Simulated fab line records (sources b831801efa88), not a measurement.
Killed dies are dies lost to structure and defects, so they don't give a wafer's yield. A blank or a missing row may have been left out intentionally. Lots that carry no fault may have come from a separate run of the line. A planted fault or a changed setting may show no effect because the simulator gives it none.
The tool behind it: which one? -- flow gf180mcu -- 13 lots, 39 wafers sampled, at 5 steps of a route of 602

== WHAT EACH GAUGE READ, for each wafer ==
GF_M3_CD_MEAS_14 targets a cd of 280 nm. Usual: cd-nm at 280.0 nm, with a standard deviation of 1.1.
lot,measured,on,cd-nm (nm),flag
L369,day 21 14:25,cd-sem-02,279.6 280.1 279.3,
L370,day 21 20:52,cd-sem-02,279.3 278.8 279.4,
L371,day 22 14:13,cd-sem-01,280.7 280.4 281.2,
L372,day 22 20:50,cd-sem-02,277.5 278.7 277.4,
L374,day 23 14:43,cd-sem-01,280.9 280.0 281.9,
L377,day 24 16:44,cd-sem-02,279.8 278.7 279.1,
L378,day 24 23:49,cd-sem-01,279.8 279.9 280.4,
L379,day 25 05:22,cd-sem-01,279.6 279.6 280.6,
L383,day 26 16:09,cd-sem-02,277.8 279.0 278.5,
L384,day 26 18:37,cd-sem-01,281.0 280.1 282.5,
L385,day 26 23:32,cd-sem-01,260.3 269.8 264.8,OFF
L386,day 27 07:46,cd-sem-01,272.8 257.0 273.4,OFF
L390,day 28 15:31,cd-sem-02,281.1 280.9 280.9,

GF_M3_OVL_MEAS_15. Usual: for M3_OVL the level is 1 nm and the standard deviation is 5.
lot,measured,on,M3_OVL (nm),flag
L369,day 21 14:32,overlay-01,3 0 6,
L370,day 21 20:59,overlay-01,-10 -2 -5,
L371,day 22 14:20,overlay-02,-3 0 1,
L372,day 22 20:57,overlay-02,2 4 5,
L374,day 23 14:50,overlay-02,3 2 11,
L377,day 24 16:50,overlay-01,2 -6 6,
L378,day 24 23:54,overlay-02,-4 -6 -6,
L379,day 25 05:29,overlay-01,0 0 -4,
L383,day 26 16:13,overlay-02,-1 4 6,
L384,day 26 18:44,overlay-01,1 -5 2,
L385,day 26 23:40,overlay-02,-4 -9 -3,
L386,day 27 07:53,overlay-01,8 7 4,
L390,day 28 15:38,overlay-02,0 -2 -5,

== WHICH TOOL RAN EACH LOT (tool, then ch and the chambers of the sampled wafers, then the start) ==
lot,GF_V2_SPUTTER_21,GF_M3_SPUTTER_01,GF_M3_EXPOSE_11
L369,"pvd-sputter-01, day 20 13:44","pvd-sputter-04, day 20 14:33","krf-scanner-01 ch 0, day 21 02:46"
L370,"pvd-sputter-02, day 20 19:27","pvd-sputter-04, day 20 20:15","krf-scanner-02 ch 0, day 21 08:46"
L371,"pvd-sputter-01, day 21 14:17","pvd-sputter-03, day 21 15:05","krf-scanner-01 ch 0, day 22 02:45"
L372,"pvd-sputter-01, day 21 20:37","pvd-sputter-04, day 21 21:25","krf-scanner-01 ch 0, day 22 09:23"
L374,"pvd-sputter-01, day 22 14:55","pvd-sputter-04, day 22 15:43","krf-scanner-02 ch 0, day 23 03:14"
L377,"pvd-sputter-02, day 23 17:34","pvd-sputter-04, day 23 18:22","krf-scanner-01 ch 0, day 24 05:34"
L378,"pvd-sputter-04, day 24 00:11","pvd-sputter-02, day 24 01:05","krf-scanner-02 ch 0, day 24 12:53"
L379,"pvd-sputter-02, day 24 06:28","pvd-sputter-04, day 24 07:26","krf-scanner-02 ch 0, day 24 19:13"
L383,"pvd-sputter-02, day 25 18:47","pvd-sputter-04, day 25 19:35","krf-scanner-01 ch 0, day 26 06:05"
L384,"pvd-sputter-01, day 25 20:50","pvd-sputter-02, day 25 21:38","krf-scanner-02 ch 0, day 26 07:59"
L385,"pvd-sputter-01, day 26 02:19","pvd-sputter-02, day 26 03:06","krf-scanner-02 ch 0, day 26 13:40"
L386,"pvd-sputter-02, day 26 11:16","pvd-sputter-03, day 26 12:04","krf-scanner-02 ch 0, day 26 22:01"
L390,"pvd-sputter-02, day 27 19:16","pvd-sputter-03, day 27 20:04","krf-scanner-01 ch 0, day 28 06:25"
- GF_V2_SPUTTER_21: material Ti, target thk 15 nm, time 80.02 s.
- GF_M3_SPUTTER_01: material TiN, target thk 30 nm, time 25 s.
- GF_M3_EXPOSE_11: exposes mask Metal3, target cd 280 nm.

== WHAT THE TOOLS THEMSELVES READ (means of the sampled wafers that have a number; where no wafer has one, the mark that the record gives instead) ==
GF_V2_SPUTTER_21. Usual: throttle-valve-pct at 29.6 %, with a standard deviation of 1.1.
lot,tool,throttle-valve-pct (%),flag
L369,pvd-sputter-01,30.7,
L370,pvd-sputter-02,28.7,
L371,pvd-sputter-01,30.6,
L372,pvd-sputter-01,30.5,
L374,pvd-sputter-01,31.3,
L377,pvd-sputter-02,28.8,
L378,pvd-sputter-04,29.6,
L379,pvd-sputter-02,29.5,
L383,pvd-sputter-02,28.5,
L384,pvd-sputter-01,30.5,
L385,pvd-sputter-01,29.6,
L386,pvd-sputter-02,29.0,
L390,pvd-sputter-02,28.5,

GF_M3_SPUTTER_01. Usual: throttle-valve-pct at 29.6 %, with a standard deviation of 0.87.
lot,tool,throttle-valve-pct (%),flag
L369,pvd-sputter-04,29.6,
L370,pvd-sputter-04,30.0,
L371,pvd-sputter-03,29.7,
L372,pvd-sputter-04,29.7,
L374,pvd-sputter-04,30.0,
L377,pvd-sputter-04,29.9,
L378,pvd-sputter-02,29.2,
L379,pvd-sputter-04,29.7,
L383,pvd-sputter-04,29.9,
L384,pvd-sputter-02,29.0,
L385,pvd-sputter-02,28.9,
L386,pvd-sputter-03,30.1,
L390,pvd-sputter-03,30.3,

== THE ANSWER, worked out from the rows above alone ==
Rule: a lot counts as off when the mean over its wafers that have a number is more than 3 standard deviations away from the usual mean. Also off: a lot with no number at a reading for which 4 or more lots have one. All remaining lots with rows at the step are treated as sound. Order of review: gauges by route order, followed by the tools' own readings, for which a lot's mean as printed above is used. The first step at which some lot is off is used, and at that step the reading that is off furthest; a lot without a number counts as furthest.
Off: L385, L386, at GF_M3_CD_MEAS_14 (cd-nm).
If a tool, at a process step before that reading, ran all the lots that are off and no sound lot after the first of them, it fits. The gauges at GF_M3_CD_MEAS_14 are tried like those tools. Undecided on this evidence; 2 tools fit (krf-scanner-02 at GF_M3_EXPOSE_11, cd-sem-01 at GF_M3_CD_MEAS_14).

== WHAT THE SIMULATOR PUT IN ==
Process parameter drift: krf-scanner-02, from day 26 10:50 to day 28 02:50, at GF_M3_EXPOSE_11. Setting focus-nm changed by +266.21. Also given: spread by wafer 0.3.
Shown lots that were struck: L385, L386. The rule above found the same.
